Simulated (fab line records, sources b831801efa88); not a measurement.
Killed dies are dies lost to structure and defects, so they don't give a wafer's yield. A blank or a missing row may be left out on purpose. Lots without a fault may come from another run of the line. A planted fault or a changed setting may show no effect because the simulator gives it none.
fab line records | flow gf180mcu
record lots=24 wafers=72 last_day=34
route steps=602 shown M1@316 M2@377 M4@461 V4@479 M5@533 TOP_METAL@570
lots that met no fault: from a run of the same line without faults
start_h: hours from the record's first day to the start of the lot's first wafer shown | wait_h: hours since the lot's step before | " the same as in the row above | L1.1+2: a row that stands for several wafers | - no value, or no start given | * or withheld: withheld | < > ~ a bound
route shown NAME@n: a module of which the file shows steps, and the number in the route of the first | usual: mean/standard deviation of fault-free wafers | same: alike in all rows | chamber/n: place in a boat | sites: the reading at each site | _std_site: their standard deviation | _edge_site: outer sites' mean less inner sites' | radius_mm: how far each site lies from the wafer's centre | mask NAME#n: copy n | behind: the tool/chamber that last shaped the wafer | hold: why the lot was held/for how many hours/how that ended | device: the transistor (n, p or np) that didn't switch | end of line: the same wafers' tests at the end of the route | a step without rows: its recipe alone | killed: dies lost to structure and defects at the first sort, not the wafer's yield | map: a wafer's dies, x killed, . not, _ none there
set.NAME: the setting as run; set.NAME@STEP: as run at that earlier step | model.NAME: the simulator's own value behind a step, which no gauge read
steps of the route over a sample of lots; a table a step, a row a wafer
services: from which hour (start_h, from the record's first day; less than 0 if before it) a tool's chamber was out of use, for how many hours, and why
## steps
# step GF_M1_SPUTTER_01
# recipe material=TiN target_thk_nm=30 power_w=6500 time_s=25 chamber_pressure_pa=0.4
# usual throttle_valve_pct=30.0/1.3
# columns lot.wafer tool chamber start_h wait_h throttle_valve_pct
L074.1 pvd_sputter-03 - 364.94 0.1 28.1
L074.4 " - " " 27.4
L074.5 " - " " 27.7
L075.2 pvd_sputter-03 - 369.96 0.1 31.7
L075.3 " - " " 30.4
L075.6 " - " " 28.1
L076.1 pvd_sputter-03 - 375.22 0.1 27.7
L076.3 " - " " 27.7
L076.5 " - " " 32.0
L077.2 pvd_sputter-02 - 389.98 0.1 30.4
L077.4 " - " " 29.7
L077.5 " - " " 31.0
L078.2 pvd_sputter-03 - 395.43 0.1 30.4
L078.3 " - " " 31.5
L078.4 " - " " 27.6
L079.3 pvd_sputter-01 - 409.23 0.1 31.3
L079.4 " - " " 30.5
L079.5 " - " " 30.4
L080.1 pvd_sputter-03 - 419.66 0.1 27.9
L080.5 " - " " 27.7
L080.6 " - " " 32.3
L081.1 pvd_sputter-03 - 424.97 0.1 27.5
L081.2 " - " " 30.5
L081.5 " - " " 31.7
L082.2 pvd_sputter-03 - 434.58 0.1 31.9
L082.3 " - " " 27.7
L082.4 " - " " 27.5
L083.1 pvd_sputter-02 - 446.91 0.1 30.6
L083.2 " - " " 30.7
L083.4 " - " " 30.9
L084.1 pvd_sputter-01 - 453.56 0.1 28.5
L084.2 " - " " 31.1
L084.6 " - " " 31.3
L085.4 pvd_sputter-02 - 454.41 0.1 30.7
L085.5 " - " " 30.8
L085.6 " - " " 31.2
L086.1 pvd_sputter-01 - 469.43 0.1 30.3
L086.3 " - " " 28.1
L086.6 " - " " 30.4
L087.1 pvd_sputter-01 - 478.11 0.1 31.1
L087.4 " - " " 30.4
L087.5 " - " " 30.2
L088.2 pvd_sputter-02 - 496.30 0.1 29.8
L088.3 " - " " 30.7
L088.5 " - " " 30.6
L089.2 pvd_sputter-02 - 499.53 0.1 29.9
L089.3 " - " " 30.8
L089.4 " - " " 30.9
L090.1 pvd_sputter-03 - 502.23 0.1 28.0
L090.2 " - " " 30.3
L090.5 " - " " 30.5
L091.1 pvd_sputter-02 - 521.91 0.1 30.5
L091.5 " - " " 30.8
L091.6 " - " " 30.0
L092.1 pvd_sputter-01 - 529.62 0.1 31.1
L092.2 " - " " 28.3
L092.5 " - " " 30.3
L093.1 pvd_sputter-03 - 543.91 0.1 27.7
L093.4 " - " " 27.3
L093.6 " - " " 27.5
L094.1 pvd_sputter-02 - 545.16 0.1 30.7
L094.2 " - " " 29.7
L094.3 " - " " 30.6
L095.1 pvd_sputter-02 - 550.32 0.1 30.8
L095.3 " - " " 29.9
L095.4 " - " " 30.6
L096.1 pvd_sputter-02 - 561.36 0.1 30.7
L096.2 " - " " 29.7
L096.4 " - " " 30.9
L097.2 pvd_sputter-01 - 565.11 0.1 31.1
L097.5 " - " " 30.2
L097.6 " - " " 28.0
# step GF_M2_OVL_MEAS_15
# usual M2_OVL=3/4.8
# columns lot.wafer tool chamber start_h wait_h M2_OVL[nm]
L074.1 overlay-01 - 436.89 0.1 -1
L074.4 " - " " 3
L074.5 " - " " 2
L075.2 overlay-02 - 443.04 0.1 4
L075.3 " - " " 3
L075.6 " - " " -2
L076.1 overlay-02 - 450.19 0.1 -3
L076.3 " - " " -5
L076.5 " - " " -4
L077.2 overlay-01 - 465.79 0.1 1
L077.4 " - " " 1
L077.5 " - " " -1
L078.2 overlay-02 - 469.59 0.1 8
L078.3 " - " " 10
L078.4 " - " " 6
L079.3 overlay-02 - 484.50 0.1 11
L079.4 " - " " 1
L079.5 " - " " 5
L080.1 overlay-01 - 496.38 0.1 10
L080.5 " - " " 9
L080.6 " - " " 6
L081.1 overlay-01 - 500.49 0.1 7
L081.2 " - " " 2
L081.5 " - " " 8
L082.2 overlay-01 - 510.09 0.1 1
L082.3 " - " " 2
L082.4 " - " " 5
L083.1 overlay-01 - 522.28 0.1 -4
L083.2 " - " " -1
L083.4 " - " " -5
L084.1 overlay-01 - 527.54 0.1 4
L084.2 " - " " 8
L084.6 " - " " 8
L085.4 overlay-01 - 528.90 0.1 -1
L085.5 " - " " 7
L085.6 " - " " 2
L086.1 overlay-02 - 543.73 0.1 3
L086.3 " - " " 1
L086.6 " - " " 3
L087.1 overlay-01 - 551.59 0.1 -2
L087.4 " - " " -1
L087.5 " - " " 0
L088.2 overlay-01 - 568.54 0.1 8
L088.3 " - " " 5
L088.5 " - " " 11
L089.2 overlay-01 - 571.29 0.1 -6
L089.3 " - " " 5
L089.4 " - " " 5
L090.1 overlay-01 - 572.24 0.1 -6
L090.2 " - " " -7
L090.5 " - " " 1
L091.1 overlay-01 - 591.98 0.1 3
L091.5 " - " " 7
L091.6 " - " " 0
L092.1 overlay-01 - 598.79 0.1 -5
L092.2 " - " " 2
L092.5 " - " " 3
L093.1 overlay-01 - 612.88 0.1 -3
L093.4 " - " " 14
L093.6 " - " " 3
L094.1 overlay-02 - 613.64 0.1 4
L094.2 " - " " 9
L094.3 " - " " 2
L095.1 overlay-02 - 618.08 0.1 1
L095.3 " - " " 1
L095.4 " - " " 7
L096.1 overlay-02 - 629.04 0.1 0
L096.2 " - " " 2
L096.4 " - " " 15
L097.2 overlay-01 - 631.39 0.1 2
L097.5 " - " " 5
L097.6 " - " " 5
# step GF_M4_RS_MEAS_05
# recipe thk_meas_gauge=four-point-probe reads=TiN_of_M4_SPUTTER_04+Ti_of_M4_SPUTTER_03+AlCu_of_M4_SPUTTER_02+TiN_of_M4_SPUTTER_01+Ti_of_M4_SPUTTER_00
# usual M4_ALCU_RS=0.0696/0.0011
# columns lot.wafer tool chamber start_h wait_h M4_ALCU_RS[ohm/sq]
L074.1 film_metro-01 - 514.24 0.0 0.0712
L074.4 " - " " 0.0707
L074.5 " - " " 0.0696
L075.2 film_metro-01 - 521.26 0.0 0.0699
L075.3 " - " " 0.0684
L075.6 " - " " 0.0688
L076.1 film_metro-02 - 527.99 0.0 0.0678
L076.3 " - " " 0.0669
L076.5 " - " " 0.0682
L077.2 film_metro-02 - 542.66 0.0 0.0688
L077.4 " - " " 0.0681
L077.5 " - " " 0.0691
L078.2 film_metro-04 - 546.66 0.0 0.0699
L078.3 " - " " 0.0701
L078.4 " - " " 0.0712
L079.3 film_metro-04 - 560.13 0.1 0.0710
L079.4 " - " " 0.0714
L079.5 " - " " 0.0713
L080.1 film_metro-02 - 571.13 0.0 0.0689
L080.5 " - " " 0.0692
L080.6 " - " " 0.0693
L081.1 film_metro-02 - 578.34 0.0 0.0709
L081.2 " - " " 0.0712
L081.5 " - " " 0.0694
L082.2 film_metro-02 - 583.08 0.1 0.0690
L082.3 " - " " 0.0692
L082.4 " - " " 0.0700
L083.1 film_metro-01 - 594.61 0.0 0.0683
L083.2 " - " " 0.0690
L083.4 " - " " 0.0690
L084.1 film_metro-01 - 599.56 0.0 0.0687
L084.2 " - " " 0.0684
L084.6 " - " " 0.0693
L085.4 film_metro-02 - 601.52 0.1 0.0679
L085.5 " - " " 0.0689
L085.6 " - " " 0.0684
L086.1 film_metro-04 - 615.74 0.0 0.0691
L086.3 " - " " 0.0683
L086.6 " - " " 0.0683
L087.1 film_metro-04 - 622.47 0.0 0.0687
L087.4 " - " " 0.0705
L087.5 " - " " 0.0704
L088.2 film_metro-02 - 638.62 0.0 0.0700
L088.3 " - " " 0.0708
L088.5 " - " " 0.0707
L089.2 film_metro-01 - 640.42 0.0 0.0709
L089.3 " - " " 0.0702
L089.4 " - " " 0.0695
L090.1 film_metro-02 - 640.63 0.0 0.0701
L090.2 " - " " 0.0701
L090.5 " - " " 0.0696
L091.1 film_metro-02 - 659.43 0.0 0.0715
L091.5 " - " " 0.0697
L091.6 " - " " 0.0707
L092.1 film_metro-02 - 665.39 0.0 0.0700
L092.2 " - " " 0.0705
L092.5 " - " " 0.0695
L093.1 film_metro-02 - 677.72 0.0 0.0709
L093.4 " - " " 0.0715
L093.6 " - " " 0.0714
L094.1 film_metro-02 - 679.02 0.0 0.0716
L094.2 " - " " 0.0696
L094.3 " - " " 0.0693
L095.1 film_metro-04 - 683.32 0.0 0.0672
L095.3 " - " " 0.0671
L095.4 " - " " 0.0672
L096.1 film_metro-04 - 693.09 0.0 0.0701
L096.2 " - " " 0.0713
L096.4 " - " " 0.0703
L097.2 film_metro-02 - 694.95 0.0 0.0689
L097.5 " - " " 0.0697
L097.6 " - " " 0.0697
# step GF_V4_THK_MEAS_03
# recipe reads=SiO2_of_V4_CVD_02
# usual V4_CVD_02_THK=852/11
# columns lot.wafer tool chamber start_h wait_h V4_CVD_02_THK[nm]
L074.1 film_metro-03 - 537.71 0.1 854
L074.4 " - " " 864
L074.5 " - " " 856
L075.2 film_metro-03 - 545.48 0.0 866
L075.3 " - " " 856
L075.6 " - " " 881
L076.1 film_metro-03 - 551.67 0.0 868
L076.3 " - " " 850
L076.5 " - " " 870
L077.2 film_metro-04 - 565.49 0.0 843
L077.4 " - " " 848
L077.5 " - " " 853
L078.2 film_metro-03 - 569.96 0.0 840
L078.3 " - " " 842
L078.4 " - " " 851
L079.3 film_metro-03 - 583.02 0.1 833
L079.4 " - " " 851
L079.5 " - " " 860
L080.1 film_metro-01 - 594.02 0.0 848
L080.5 " - " " 852
L080.6 " - " " 852
L081.1 film_metro-04 - 601.10 0.0 854
L081.2 " - " " 856
L081.5 " - " " 867
L082.2 film_metro-01 - 604.34 0.0 832
L082.3 " - " " 835
L082.4 " - " " 851
L083.1 film_metro-04 - 616.47 0.0 839
L083.2 " - " " 844
L083.4 " - " " 863
L084.1 film_metro-04 - 621.59 0.0 844
L084.2 " - " " 834
L084.6 " - " " 853
L085.4 film_metro-04 - 623.00 0.0 855
L085.5 " - " " 854
L085.6 " - " " 855
L086.1 film_metro-03 - 636.81 0.0 858
L086.3 " - " " 860
L086.6 " - " " 862
L087.1 film_metro-04 - 643.15 0.0 834
L087.4 " - " " 856
L087.5 " - " " 845
L088.2 film_metro-03 - 659.08 0.0 833
L088.3 " - " " 830
L088.5 " - " " 836
L089.2 film_metro-03 - 660.33 0.0 842
L089.3 " - " " 858
L089.4 " - " " 859
L090.1 film_metro-04 - 661.73 0.0 855
L090.2 " - " " 840
L090.5 " - " " 864
L091.1 film_metro-04 - 678.96 0.0 854
L091.5 " - " " 870
L091.6 " - " " 861
L092.1 film_metro-03 - 685.58 0.0 840
L092.2 " - " " 839
L092.5 " - " " 851
L093.1 film_metro-01 - 697.53 0.0 836
L093.4 " - " " 860
L093.6 " - " " 863
L094.1 film_metro-03 - 698.62 0.0 850
L094.2 " - " " 843
L094.3 " - " " 844
L095.1 film_metro-04 - 702.42 0.0 849
L095.3 " - " " 848
L095.4 " - " " 849
L096.1 film_metro-03 - 711.88 0.0 850
L096.2 " - " " 843
L096.4 " - " " 862
L097.2 film_metro-04 - 714.35 0.0 842
L097.5 " - " " 858
L097.6 " - " " 855
# step GF_M5_CD_MEAS_07
# recipe target_cd_nm=280
# usual cd_nm=279.7/1.2
# columns lot.wafer tool chamber start_h wait_h cd_nm
L074.1 cd_sem-02 - 605.51 0.1 278.9
L074.4 " - " " 280.0
L074.5 " - " " 279.2
L075.2 cd_sem-01 - 613.08 0.1 279.6
L075.3 " - " " 279.9
L075.6 " - " " 277.4
L076.1 cd_sem-02 - 619.36 0.1 280.4
L076.3 " - " " 281.1
L076.5 " - " " 280.2
L077.2 cd_sem-02 - 630.58 0.1 282.8
L077.4 " - " " 282.3
L077.5 " - " " 282.8
L078.2 cd_sem-02 - 636.03 0.1 278.7
L078.3 " - " " 277.6
L078.4 " - " " 279.9
L079.3 cd_sem-02 - 646.50 0.1 279.3
L079.4 " - " " 279.9
L079.5 " - " " 279.5
L080.1 cd_sem-01 - 656.91 0.1 279.1
L080.5 " - " " 278.1
L080.6 " - " " 279.9
L081.1 cd_sem-01 - 664.01 0.1 279.9
L081.2 " - " " 280.3
L081.5 " - " " 281.2
L082.2 cd_sem-02 - 666.88 0.1 281.5
L082.3 " - " " 280.7
L082.4 " - " " 281.0
L083.1 cd_sem-01 - 677.66 0.1 279.1
L083.2 " - " " 279.6
L083.4 " - " " 278.8
L084.1 cd_sem-02 - 682.96 0.1 278.9
L084.2 " - " " 278.7
L084.6 " - " " 278.5
L085.4 cd_sem-01 - 684.42 0.1 279.3
L085.5 " - " " 279.6
L085.6 " - " " 280.3
L086.1 cd_sem-01 - 695.83 0.2 281.0
L086.3 " - " " 282.0
L086.6 " - " " 280.8
L087.1 cd_sem-01 - 702.86 0.1 277.5
L087.4 " - " " 279.2
L087.5 " - " " 279.9
L088.2 cd_sem-01 - 717.68 0.1 279.1
L088.3 " - " " 280.5
L088.5 " - " " 277.6
L089.2 cd_sem-01 - 719.58 0.1 280.7
L089.3 " - " " 281.1
L089.4 " - " " 279.8
L090.1 cd_sem-01 - 719.68 0.2 278.3
L090.2 " - " " 278.6
L090.5 " - " " 280.3
L091.1 cd_sem-01 - 736.16 0.1 279.0
L091.5 " - " " 278.9
L091.6 " - " " 279.4
L092.1 cd_sem-02 - 742.71 0.1 279.5
L092.2 " - " " 279.9
L092.5 " - " " 280.1
L093.1 cd_sem-02 - 751.46 0.1 279.4
L093.4 " - " " 278.3
L093.6 " - " " 278.9
L094.1 cd_sem-02 - 753.56 0.1 280.9
L094.2 " - " " 281.1
L094.3 " - " " 281.2
L095.1 cd_sem-01 - 757.16 0.1 277.8
L095.3 " - " " 278.7
L095.4 " - " " 278.7
L096.1 cd_sem-02 - 766.61 0.1 279.8
L096.2 " - " " 280.4
L096.4 " - " " 279.9
L097.2 cd_sem-02 - 767.98 0.1 278.6
L097.5 " - " " 277.6
L097.6 " - " " 278.7
# step GF_TOP_METAL_SPUTTER_03
# recipe material=Ti target_thk_nm=5 substrate_temp_c=300 chamber_pressure_pa=0.3 power_w=3000 time_s=3.3
# usual throttle_valve_pct=30.0/1.2
# columns lot.wafer tool chamber start_h wait_h throttle_valve_pct
L074.1 pvd_sputter-02 - 629.75 0.0 30.8
L074.4 " - " " 30.6
L074.5 " - " " 29.8
L075.2 pvd_sputter-04 - 637.05 0.0 29.3
L075.3 " - " " 29.9
L075.6 " - " " 29.4
L076.1 pvd_sputter-03 - 642.84 0.0 31.6
L076.3 " - " " 27.3
L076.5 " - " " 27.3
L077.2 pvd_sputter-02 - 653.18 0.0 30.0
L077.4 " - " " 30.9
L077.5 " - " " 30.9
L078.2 pvd_sputter-04 - 658.40 0.0 30.5
L078.3 " - " " 29.7
L078.4 " - " " 30.5
L079.3 pvd_sputter-02 - 669.57 0.0 30.6
L079.4 " - " " 30.7
L079.5 " - " " 29.8
L080.1 pvd_sputter-02 - 679.32 0.0 30.6
L080.5 " - " " 31.0
L080.6 " - " " 30.0
L081.1 pvd_sputter-03 - 687.12 0.0 28.0
L081.2 " - " " 28.0
L081.5 " - " " 27.5
L082.2 pvd_sputter-04 - 688.98 0.0 29.9
L082.3 " - " " 29.7
L082.4 " - " " 30.7
L083.1 pvd_sputter-03 - 699.70 0.0 27.6
L083.2 " - " " 31.7
L083.4 " - " " 27.7
L084.1 pvd_sputter-04 - 704.42 0.0 29.9
L084.2 " - " " 30.6
L084.6 " - " " 29.6
L085.4 pvd_sputter-04 - 705.53 0.0 30.5
L085.5 " - " " 29.6
L085.6 " - " " 30.2
L086.1 pvd_sputter-03 - 717.02 0.0 30.6
L086.3 " - " " 27.6
L086.6 " - " " 30.6
L087.1 pvd_sputter-03 - 724.23 0.0 28.0
L087.4 " - " " 30.5
L087.5 " - " " 27.6
L088.2 pvd_sputter-03 - 738.32 0.0 30.6
L088.3 " - " " 32.0
L088.5 " - " " 27.9
L089.2 pvd_sputter-03 - 740.20 0.0 31.9
L089.3 " - " " 27.8
L089.4 " - " " 30.3
L090.1 pvd_sputter-04 - 740.50 0.0 29.4
L090.2 " - " " 30.7
L090.5 " - " " 30.2
L091.1 pvd_sputter-02 - 756.12 0.0 30.6
L091.5 " - " " 30.5
L091.6 " - " " 30.7
L092.1 pvd_sputter-02 - 762.26 0.0 29.5
L092.2 " - " " 30.9
L092.5 " - " " 30.0
L093.1 pvd_sputter-02 - 770.94 0.0 29.7
L093.4 " - " " 30.6
L093.6 " - " " 31.1
L094.1 pvd_sputter-03 - 773.25 0.0 30.2
L094.2 " - " " 32.2
L094.3 " - " " 27.9
L095.1 pvd_sputter-03 - 775.71 0.0 31.7
L095.3 " - " " 30.5
L095.4 " - " " 31.9
L096.1 pvd_sputter-04 - 785.31 0.0 30.2
L096.2 " - " " 29.6
L096.4 " - " " 30.3
L097.2 pvd_sputter-02 - 786.37 0.0 30.8
L097.5 " - " " 30.5
L097.6 " - " " 30.9
## services
# columns tool chamber start_h hours kind
pvd_sputter-01 - 391.49 14.6 repair
pvd_sputter-01 - 418.78 4.6 repair
pvd_sputter-03 - 443.32 2.5 repair
pvd_sputter-01 - 446.97 2.8 repair
pvd_sputter-03 1 480.60 - consumable_replace:kit
pvd_sputter-03 1 480.60 18.0 scheduled_down
pvd_sputter-03 1 480.60 18.0 vent_cycle
pvd_sputter-03 - 523.74 8.0 repair
pvd_sputter-04 - 596.07 2.4 repair
pvd_sputter-01 - 603.84 2.5 repair
pvd_sputter-01 - 629.59 5.7 repair
pvd_sputter-03 - 633.66 1.8 repair
pvd_sputter-01 - 644.40 3.5 repair
pvd_sputter-02 - 664.62 0.8 repair
pvd_sputter-03 0 664.94 - consumable_replace:kit
pvd_sputter-03 0 664.94 18.0 scheduled_down
pvd_sputter-03 0 664.94 18.0 vent_cycle
pvd_sputter-03 - 665.61 1.4 repair
pvd_sputter-01 - 668.77 8.6 repair
pvd_sputter-04 - 677.23 2.5 repair
pvd_sputter-04 - 680.46 2.8 repair
pvd_sputter-03 3 760.71 - consumable_replace:kit
pvd_sputter-03 3 760.71 18.0 scheduled_down
pvd_sputter-04 - 766.12 3.1 repair
## key
fault none
